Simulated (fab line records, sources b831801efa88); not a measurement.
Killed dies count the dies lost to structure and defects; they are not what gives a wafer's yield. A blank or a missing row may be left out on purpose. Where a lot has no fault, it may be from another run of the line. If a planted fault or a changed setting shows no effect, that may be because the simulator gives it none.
Code-filled problem report in 8D (eight disciplines) form / flow sky130 / the parts of the form that need people (team, actions taken, sign-off) are left out

1. THE PROBLEM
killedAtFrontEnd at SKY_PAD_OPEN_PROBE_99 reads a mean of 52 on 6 wafers of 2 lots; wafers without a fault read 15 with a standard deviation of 4.4. That is +8.4 standard deviations from the usual mean.
The first sign was on wafer L573.3 at day 49 00:23, on prober-02. At this step, 6 wafers from 2 lots have a number in the record. Rule for "out" (also "out of limits"): further than 4 standard deviations from the usual mean. The other wafers with a number count as sound.

2. WHAT IT IS AND WHAT IT IS NOT
question=which readings at this step; is=killedAtFrontEnd; is not=killed_at_M0_to_M3, killed_at_M4_up, killedAtContacts, killedAtOther, killedOpen, killedShort
question=which lots; is=L573, L578; is not=-
question=which wafers of those lots; is=all that have a number; is not=-
question=read on which tools; is=prober-01, prober-02; is not=-
question=when; is=from day 49 00:23; is not=up to then (0 sound wafers)

3. SUSPECTS, AND WHAT RULES EACH OUT
Counting: a tool at a process step up to the reading stays a suspect if it ran every lot that is out and no sound lot after the first of them.
- wetBench-01 at SKY_SONOS_TUNNEL_CLEAN_13 (cleans in dHF, time 20 s): kept. It ran every lot that is out, first L573 (day 15 11:32), and no sound lot after that.
Remaining after the count: wetBench-01 at SKY_SONOS_TUNNEL_CLEAN_13.

4. THE CAUSE (what the simulator had put in)
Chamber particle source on wetBench-01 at SKY_SONOS_TUNNEL_CLEAN_13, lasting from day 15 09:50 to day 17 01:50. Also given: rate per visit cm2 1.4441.
Counting left only this tool.

5. THE CHAIN OF EFFECTS, in route order
One row per reading whose mean, taken over the struck wafers that have a number, lies over 3 standard deviations from the usual. Only readings whose record carries a usual standard deviation are examined. hours: median over the lots of the time between each lot's start at the first step of this table that gives one and its start at this step. sigmas: the change, counted in usual standard deviations.
hours=0; step=SKY_PAD_OPEN_PROBE_99; reading=killedAtFrontEnd; usual=15; on struck wafers=52; change=+37; sigmas=+8.4
hours=0; step=SKY_PAD_OPEN_PROBE_99; reading=killedDies; usual=85; on struck wafers=117; change=+32; sigmas=+3.5
The process steps in it:
- SKY_PAD_OPEN_PROBE_99

6. HOW IT WOULD HAVE BEEN CAUGHT EARLIER
In this record no reading fell out of limits until day 49 00:23, 807 hours after the fault had begun at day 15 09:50.
By day 49 00:23 the whole set of lots that are out, 2 in number, had already begun SKY_SONOS_TUNNEL_CLEAN_13 on wetBench-01. Holding the tool at that point would not have protected any of them.
